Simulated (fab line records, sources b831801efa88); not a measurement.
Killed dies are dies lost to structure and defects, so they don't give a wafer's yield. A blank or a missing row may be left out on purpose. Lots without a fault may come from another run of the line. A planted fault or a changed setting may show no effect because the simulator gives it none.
Which tool did it? | flow sky130 | 13 lots, 39 wafers sampled, at 4 steps of a route of 708

WHAT THE GAUGES READ, wafer by wafer
SKY_VT_ADJUST_HVTR_OVL_MEAS_08. Usual: VT_ADJUST_HVTR_OVL -1.1 nm, standard deviation 1.3.
lot  | measured     | on         | VT_ADJUST_HVTR_OVL (nm) | flag
L125 | day 9 13:41  | overlay-02 | -1.1 -2.1 0.1           |
L128 | day 10 10:12 | overlay-01 | -0.3 0.9 -1.6           |
L129 | day 10 12:44 | overlay-01 | -1.8 -4.4 -2.3          |
L130 | day 11 00:23 | overlay-01 | 0.2 -0.8 0.5            |
L131 | day 11 08:45 | overlay-01 | -1.1 -0.9 -3.6          |
L132 | day 11 14:08 | overlay-02 | 2.2 1.0 1.8             |
L136 | day 13 01:48 | overlay-01 | -2.1 -0.9 -3.6          |
L138 | day 13 13:38 | overlay-02 | -0.6 -0.8 -0.1          |
L143 | day 15 03:37 | overlay-02 | -0.4 0.5 -0.7           |
L144 | day 15 18:07 | overlay-02 | -0.5 -1.4 0.9           |
L145 | day 15 23:42 | overlay-01 | -2.2 -3.8 -2.6          |
L146 | day 16 01:11 | overlay-01 | -0.8 -0.6 -2.1          |
L147 | day 16 16:13 | overlay-01 | -0.9 -3.1 -2.2          |

SKY_LDD_LDN_TW_MEAS_13. Usual: LDD_LDN_TW 1487, standard deviation 5.8.
lot  | measured     | on            | LDD_LDN_TW     | flag
L125 | day 23 14:25 | film_metro-02 | 1491 1488 1488 |
L128 | day 24 03:06 | film_metro-04 | 1493 1485 1487 |
L129 | day 24 04:40 | film_metro-01 | 1492 1488 1488 |
L130 | day 25 00:53 | film_metro-01 | 1495 1487 1492 |
L131 | day 25 16:24 | film_metro-01 | 1484 1489 1487 |
L132 | day 25 15:18 | film_metro-01 | 1497 1489 1488 |
L136 | day 27 15:32 | film_metro-04 | 1494 1495 1491 |
L138 | day 28 00:41 | film_metro-04 | 1490 1491 1483 |
L143 | day 29 09:44 | film_metro-01 | 1496 1490 1497 |
L144 | day 29 23:50 | film_metro-04 | 1392 1388 1378 | OFF
L145 | day 30 04:13 | film_metro-01 | 1485 1481 1495 |
L146 | day 30 11:58 | film_metro-01 | 1369 1373 1380 | OFF
L147 | day 30 23:00 | film_metro-01 | 1484 1480 1485 |

SKY_LOCAL_INTERCONNECT_CD_MEAS_11: target cd 170 nm. Usual: cd_nm 170.4 nm, standard deviation 1.4.
lot  | measured     | on        | cd_nm (nm)        | flag
L125 | day 30 21:36 | cd_sem-02 | 172.4 172.1 170.4 |
L128 | day 31 06:46 | cd_sem-02 | 168.5 168.3 167.0 |
L129 | day 31 09:47 | cd_sem-01 | 170.6 170.7 170.9 |
L130 | day 32 02:47 | cd_sem-01 | 170.6 170.6 169.9 |
L131 | day 32 18:25 | cd_sem-02 | 169.4 170.9 169.7 |
L132 | day 32 18:56 | cd_sem-02 | 169.6 168.4 167.9 |
L136 | day 34 14:10 | cd_sem-01 | 168.4 168.7 167.5 |
L138 | day 34 20:51 | cd_sem-01 | 169.6 171.2 170.2 |
L143 | day 36 05:45 | cd_sem-02 | 170.0 170.6 172.4 |
L144 | day 36 22:23 | cd_sem-01 | 172.4 173.1 171.7 |
L145 | day 36 23:52 | cd_sem-02 | 169.3 169.4 168.9 |
L146 | day 37 08:46 | cd_sem-01 | 170.3 171.6 171.5 |
L147 | day 37 21:35 | cd_sem-02 | 170.0 168.2 168.2 |

WHICH TOOL RAN EACH LOT (tool, then ch and the chambers of the sampled wafers, then the start)
lot  | SKY_LDD_LDN_IMPLANT_10
L125 | implanter-03 ch 0, day 23 14:01
L128 | implanter-02 ch 0, day 24 02:43
L129 | implanter-04 ch 0, day 24 04:16
L130 | implanter-02 ch 0, day 25 00:29
L131 | implanter-04 ch 0, day 25 16:01
L132 | implanter-04 ch 0, day 25 14:55
L136 | implanter-03 ch 0, day 27 15:08
L138 | implanter-03 ch 0, day 28 00:17
L143 | implanter-02 ch 0, day 29 09:20
L144 | implanter-03 ch 0, day 29 23:26
L145 | implanter-04 ch 0, day 30 03:50
L146 | implanter-03 ch 0, day 30 11:36
L147 | implanter-02 ch 0, day 30 22:37
- SKY_LDD_LDN_IMPLANT_10

WHAT THE TOOLS THEMSELVES READ (means of the sampled wafers that have a number; where no wafer has one, the mark that the record gives instead)
SKY_LDD_LDN_IMPLANT_10. Usual: beam_energy_keV 14.999, standard deviation 0.0045; dose_ions_cm2 1.2501e+13, standard deviation 1.4e+10; faraday_current_uA 70.3, standard deviation 1.4.
lot  | tool         | beam_energy_keV | dose_ions_cm2 | faraday_current_uA | flag
L125 | implanter-03 | 15.004          | 1.2504e+13    | 70.9               |
L128 | implanter-02 | 14.998          | 1.2516e+13    | 70.7               |
L129 | implanter-04 | 14.997          | 1.2504e+13    | 70.0               |
L130 | implanter-02 | 15.001          | 1.2504e+13    | 71.1               |
L131 | implanter-04 | 14.996          | 1.2507e+13    | 70.7               |
L132 | implanter-04 | 15.005          | 1.2493e+13    | 70.4               |
L136 | implanter-03 | 15.000          | 1.2487e+13    | 71.5               |
L138 | implanter-03 | 14.999          | 1.2499e+13    | 70.7               |
L143 | implanter-02 | 14.991          | 1.2498e+13    | 69.9               |
L144 | implanter-03 | 14.997          | 1.2550e+12    | 7.1                | OFF
L145 | implanter-04 | 14.992          | 1.2503e+13    | 68.6               |
L146 | implanter-03 | 15.006          | 1.2727e+12    | 6.8                | OFF
L147 | implanter-02 | 15.002          | 1.2491e+13    | 69.8               |

THE ANSWER, worked out from the rows above alone
Rule: a lot is off if the mean of its wafers that have a number lies more than 3 standard deviations from the usual mean. A lot without any number at a reading at which 4 lots or more have one is off too. The other lots that the step has rows for count as sound. The gauges are gone through in route order, then the tools' own readings, and for those a lot's mean is taken as printed above. The first step at which some lot is off is used, and at that step the reading that is off furthest; a lot without a number counts as furthest.
Off: L144, L146, at SKY_LDD_LDN_TW_MEAS_13 (LDD_LDN_TW).
A tool fits if, at a process step before that reading, it ran every lot that is off, and no sound lot after the first of them. The gauges at SKY_LDD_LDN_TW_MEAS_13 aren't tried: what is off there is off at SKY_LDD_LDN_IMPLANT_10 too, on other tools, and a gauge's error can't cause that. One fits: implanter-03 at SKY_LDD_LDN_IMPLANT_10. Its last sound lot is L138 (day 28 00:17), its first lot that is off L144 (day 29 23:26): a fault that began between those two fits.
The tool's own readings at SKY_LDD_LDN_IMPLANT_10 bear it out: on the lots that are off they differ by more than 5 times the standard deviation of the sound lots' means. dose_ions_cm2 reads 1.2638e+12 there against 1.2501e+13 on the sound lots; faraday_current_uA reads 6.9 there against 70.4 on the sound lots.

WHAT THE SIMULATOR HAD PUT IN
Process parameter drift: implanter-03, from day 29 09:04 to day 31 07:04, at SKY_LDD_LDN_IMPLANT_10. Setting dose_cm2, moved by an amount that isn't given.
Lots struck among those shown: L144, L146. The rule above found the same.
